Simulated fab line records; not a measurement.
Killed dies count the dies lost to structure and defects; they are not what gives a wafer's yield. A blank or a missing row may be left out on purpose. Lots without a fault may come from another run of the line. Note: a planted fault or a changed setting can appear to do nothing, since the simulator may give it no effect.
Which tool did it?	flow gf180mcu	14 lots with 42 wafers sampled at 4 steps, on a route of 602 steps

== WHAT THE GAUGES SHOWED, per wafer ==
GF_HV_LDD_OVL_MEAS_20.
lot	measured	on	HV_LDD_01_OVL (nm)
L543	day 10 20:48	overlay-02	0.3 2.5 0.4
L544	day 11 02:25	overlay-01	-0.9 -0.4 0.0
L546	day 12 00:47	overlay-01	2.7 2.4 5.0
L547	day 12 04:34	overlay-01	2.3 1.4 1.9
L550	day 12 23:14	overlay-02	0.7 1.8 0.7
L551	day 13 04:19	overlay-01	0.9 2.2 -0.4
L552	day 13 15:05	overlay-01	2.0 2.0 2.0
L556	day 14 23:40	overlay-01	-1.9 -0.3 -0.3
L557	day 15 05:35	overlay-02	3.8 3.4 2.4
L558	day 15 13:50	overlay-02	0.3 -0.2 1.8
L559	day 15 19:07	overlay-02	0.1 0.4 3.3
L562	day 16 22:53	overlay-01	3.5 -0.5 -0.6
L565	day 17 15:40	overlay-02	2.8 2.5 0.6
L566	day 17 23:56	overlay-01	-0.6 2.0 -0.2

GF_HV_LDD_RS_MEAS_53: uses a four-point probe to measure.
lot	measured	on	HV_LDD_RS (ohm/sq)
L543	day 12 11:50	film_metro-01	418.1 418.7 418.2
L544	day 12 18:05	film_metro-04	418.9 419.3 418.7
L546	day 13 17:38	film_metro-02	416.0 416.9 416.6
L547	day 13 21:32	film_metro-04	416.3 418.0 416.6
L550	day 14 17:11	film_metro-01	416.6 417.3 416.9
L551	day 14 22:42	film_metro-02	418.7 418.2 418.1
L552	day 15 10:08	film_metro-01	418.2 417.7 419.4
L556	day 16 20:17	film_metro-01	425.4 425.2 424.4
L557	day 17 03:05	film_metro-01	424.4 423.0 424.2
L558	day 17 11:41	film_metro-01	420.9 420.0 420.4
L559	day 17 16:29	film_metro-02	418.2 418.0 418.9
L562	day 18 23:20	film_metro-02	418.3 418.8 418.4
L565	day 19 15:58	film_metro-02	417.7 418.1 418.0
L566	day 20 00:55	film_metro-01	417.8 417.3 419.3

GF_NSD_CD_MEAS_07: target cd 400 nm.
lot	measured	on	cd_nm (nm)
L543	day 13 12:07	cd_sem-02	393.7 396.8 396.5
L544	day 13 16:51	cd_sem-01	403.6 406.1 407.0
L546	day 14 16:39	cd_sem-02	403.6 406.3 402.3
L547	day 14 21:05	cd_sem-01	400.3 400.7 398.7
L550	day 15 16:43	cd_sem-01	399.0 399.5 399.2
L551	day 15 22:51	cd_sem-02	403.1 402.9 401.7
L552	day 16 10:55	cd_sem-01	399.8 398.3 401.1
L556	day 17 21:38	cd_sem-01	396.5 397.9 398.3
L557	day 18 04:47	cd_sem-01	400.7 399.2 399.3
L558	day 18 15:05	cd_sem-01	400.7 401.9 400.3
L559	day 18 20:17	cd_sem-01	402.5 403.9 402.8
L562	day 20 04:04	cd_sem-01	400.8 401.9 399.9
L565	day 20 18:43	cd_sem-02	403.5 404.2 402.6
L566	day 21 03:18	cd_sem-02	398.8 398.5 400.1

== EACH LOT AND THE TOOL THAT RAN IT (in order: tool; ch and the chambers of the sampled wafers; start) ==
lot	GF_HV_LDD_IMPLANT_36
L543	implanter-04 ch 0, day 11 16:19
L544	implanter-04 ch 0, day 11 21:31
L546	implanter-04 ch 0, day 12 20:39
L547	implanter-03 ch 0, day 13 00:45
L550	implanter-02 ch 0, day 13 20:00
L551	implanter-03 ch 0, day 14 01:16
L552	implanter-02 ch 0, day 14 12:08
L556	implanter-03 ch 0, day 15 22:08
L557	implanter-03 ch 0, day 16 03:54
L558	implanter-04 ch 0, day 16 12:24
L559	implanter-04 ch 0, day 16 17:49
L562	implanter-04 ch 0, day 17 23:09
L565	implanter-02 ch 0, day 18 15:11
L566	implanter-03 ch 0, day 18 23:58
- GF_HV_LDD_IMPLANT_36

== AS READ BY THE TOOLS THEMSELVES (means over the sampled wafers that have a number; for cases with no such wafer, the mark the record gives instead) ==
GF_HV_LDD_IMPLANT_36.
lot	tool	dose_ions_cm2	faraday_current_uA
L543	implanter-04	7.5e+12	41.9
L544	implanter-04	7.5e+12	42.8
L546	implanter-04	7.5e+12	42.0
L547	implanter-03	7.5e+12	42.0
L550	implanter-02	7.5e+12	41.9
L551	implanter-03	7.5e+12	42.5
L552	implanter-02	7.5e+12	41.6
L556	implanter-03	5.8e+12	32.4
L557	implanter-03	5.8e+12	32.2
L558	implanter-04	7.5e+12	42.6
L559	implanter-04	7.5e+12	42.9
L562	implanter-04	7.5e+12	42.0
L565	implanter-02	7.5e+12	42.2
L566	implanter-03	7.5e+12	42.0

== THE ANSWER, worked out from the rows above alone ==
Rule: the usual values come from the lots themselves. The widest of any qualifying gaps counts: lots, ordered by their means at a reading, are off when they make up no more than a third of the lots, leave a main group of 4 or more, and stand apart from it by 3 or more times the standard deviation of that group's means. The tables above print the reading to a certain number of digits; a main group whose means all agree to those digits is not used. Also off: a lot with no number at a reading for which 4 or more lots have one. All remaining lots with rows at the step are treated as sound. The gauges are gone through in route order, then the tools' own readings, and for those a lot's mean is taken as printed above. At the first step where some lot is off, the reading lying furthest off is the one used; lots without a number count as furthest.
Off: L556, L557, at GF_HV_LDD_RS_MEAS_53 (HV_LDD_RS). For the main group the mean is 418.2 ohm/sq and the standard deviation 0.99.
A tool fits if, at a process step before that reading, it ran every lot that is off, and no sound lot after the first of them. The gauges at GF_HV_LDD_RS_MEAS_53 aren't tried: what is off there is off at GF_HV_LDD_IMPLANT_36 too, on other tools, and a gauge's error can't cause that. No candidate that was tried fits.

== WHAT THE SIMULATOR HAD PUT IN ==
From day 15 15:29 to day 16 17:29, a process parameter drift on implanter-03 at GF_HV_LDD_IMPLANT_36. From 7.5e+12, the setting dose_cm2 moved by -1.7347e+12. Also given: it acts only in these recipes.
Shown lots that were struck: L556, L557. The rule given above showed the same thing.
